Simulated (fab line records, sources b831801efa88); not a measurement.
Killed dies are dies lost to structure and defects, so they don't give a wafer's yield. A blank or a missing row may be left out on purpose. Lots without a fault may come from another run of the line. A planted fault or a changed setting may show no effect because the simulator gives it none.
A struck lot beside a sound one | flow gf180mcu | 14 steps out of a route of 602
Sound: wafers L600.1, L600.4, L600.6. Struck: wafer L608.4. (L608.1, L608.2 of the same lot were not struck and are left out.) The cause comes at the end.
At each step with rows: each side's tool, then ch and its chambers, then its first start. Under that, the readings that differ: sound wafers | struck wafers | difference of the means | sigmas: that difference in standard deviations of wafers without a fault.
alike: readings whose means differ by less than 2 such deviations, and words and numbers that are the same on both sides. not compared: withheld readings, readings that some wafer has no value for, bounds like >300 that may hide the same value, and numbers for which the record gives no deviation and whose values overlap.
The two part at a step that has a row with sigmas, a row that says differs or no value, or rows on one side only. Numbers that don't overlap but have no deviation are shown without sigmas and don't part them. A reading that every wafer of one side lacks parts them only if that side has two wafers or more.

GF_V3_OVL_MEAS_15:
  sound on overlay-02, day 24 11:11; struck on overlay-02, day 27 01:54
  alike: V3_OVL
GF_V3_ETCH_16: etches BARC in N2/H2.
  sound on rie_diel-01 ch 0,2, day 24 11:13; struck on rie_diel-01 ch 3, day 27 01:56
  reading             | sound             | struck | difference | sigmas
  n2_flow_sccm (sccm) | 100.3 100.1 100.2 | 99.4   | -0.8       | -3
  alike: drypump_motor_current_A, oes_product_au, throttle_valve_pct
GF_V3_ETCH_17: etches SiO2 in C4F8/O2/Ar, stops on TiN, target depth 635 nm.
  sound on rie_diel-01 ch 0,2; struck on rie_diel-01 ch 3
  alike: oes_product_au
then, 4 steps without rows for these wafers: GF_V3_STRIP_18 (strips in O2/N2); GF_V3_STRIP_19 (strips in post etch residue remover, time 1200 s); GF_V3_CLEAN_20 (cleans in DIW); GF_V3_SPUTTER_21 (material Ti, target thk 15 nm, time 80.02 s).
GF_V3_SPUTTER_22: material TiN, target thk 10 nm, time 40 s.
  sound on pvd_sputter-04, day 24 12:01; struck on pvd_sputter-01, day 27 02:40
  alike: throttle_valve_pct
then, 1 step without rows for these wafers: GF_V3_CVD_23 (deposits W, target thk 350 nm, time 104.9 s).
GF_V3_RS_MEAS_24: measures by four-point-probe.
  sound on film_metro-03, day 24 12:10; struck on film_metro-02, day 27 02:49
  alike: V3_W_RS
GF_V3_THK_MEAS_25: measures by xrf.
  sound on film_metro-03, day 24 12:17; struck on film_metro-02, day 27 02:56
  reading       | sound       | struck | difference | sigmas
  V3_W_THK (nm) | 368 359 368 | 349    | -16        | -2
GF_V3_CMP_26: polishes, stops on SiO2, t overpolish 15 s, target thk 0 nm.
  sound on cmp-02 ch 0,1,3, day 24 12:23; struck on cmp-02 ch 3, day 27 02:59
  alike: motor_current_A, overpolish_run_s, time_to_endpoint_s
GF_M4_SPUTTER_00: material Ti, target thk 37.5 nm, time 150 s.
  sound on pvd_sputter-01, day 24 12:38; struck on pvd_sputter-01, day 27 03:17
  reading                               | sound            | struck | difference | sigmas
  model.Ti_of_M4_SPUTTER_00.thk_nm (nm) | 38.8 38.65 38.24 | 29.94  | -8.62      |
  alike: throttle_valve_pct
GF_M4_SPUTTER_01: material TiN, target thk 30 nm, time 25 s.
  sound on pvd_sputter-01, day 24 12:44; struck on pvd_sputter-01, day 27 03:23
  alike: throttle_valve_pct

WHERE THEY PART
First at GF_V3_ETCH_16; last, within this record, at GF_V3_THK_MEAS_25. Later steps at which nothing parts them and some readings are alike: GF_V3_CMP_26, GF_M4_SPUTTER_00, GF_M4_SPUTTER_01.

WHY: what the simulator had put in
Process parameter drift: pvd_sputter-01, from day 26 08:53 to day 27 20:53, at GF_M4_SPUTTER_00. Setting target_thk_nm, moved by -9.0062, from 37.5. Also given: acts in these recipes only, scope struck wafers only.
